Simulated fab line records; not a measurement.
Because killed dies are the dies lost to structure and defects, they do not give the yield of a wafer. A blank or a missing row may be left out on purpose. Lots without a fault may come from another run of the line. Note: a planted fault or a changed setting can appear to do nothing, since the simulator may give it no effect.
Which of the tools did it? ; flow sky130 ; 7 lots (21 wafers sampled), 1 step of a 708-step route

WHAT EACH GAUGE READ, for each wafer
SKY_METAL4_OVL_MEAS_14.
lot;measured;on;METAL4_OVL (nm)
L148;day 42 23:43;overlay-02;-6 -1 -7
L150;day 43 05:41;overlay-02;1 1 8
L152;day 43 20:32;overlay-01;6 -1 5
L160;day 45 23:09;overlay-01;4 -9 -4
L162;day 46 06:05;overlay-02;10 8 14
L164;day 47 02:36;overlay-02;0 0 -3
L167;day 47 20:01;overlay-01;11 3 5

WHAT TOOL EACH LOT RAN ON (gives the tool, then ch and the chambers of the sampled wafers, and finally the start)
There is no process step in the record ahead of these readings.

THE ANSWER, worked out from the rows above alone
Rule: usual is defined by the lots themselves. The widest of any qualifying gaps counts: lots, ordered by their means at a reading, are off when they make up no more than a third of the lots, leave a main group of 4 or more, and stand apart from it by 3 or more times the standard deviation of that group's means. If all means in a main group match to the digits the tables above print for the reading, that group is not used. Also off: a lot with no number at a reading for which 4 or more lots have one. Any other lot the step has rows for is counted as sound.
No lot is off at any reading shown: from this, nothing can be told.

WHAT THE SIMULATOR PUT IN
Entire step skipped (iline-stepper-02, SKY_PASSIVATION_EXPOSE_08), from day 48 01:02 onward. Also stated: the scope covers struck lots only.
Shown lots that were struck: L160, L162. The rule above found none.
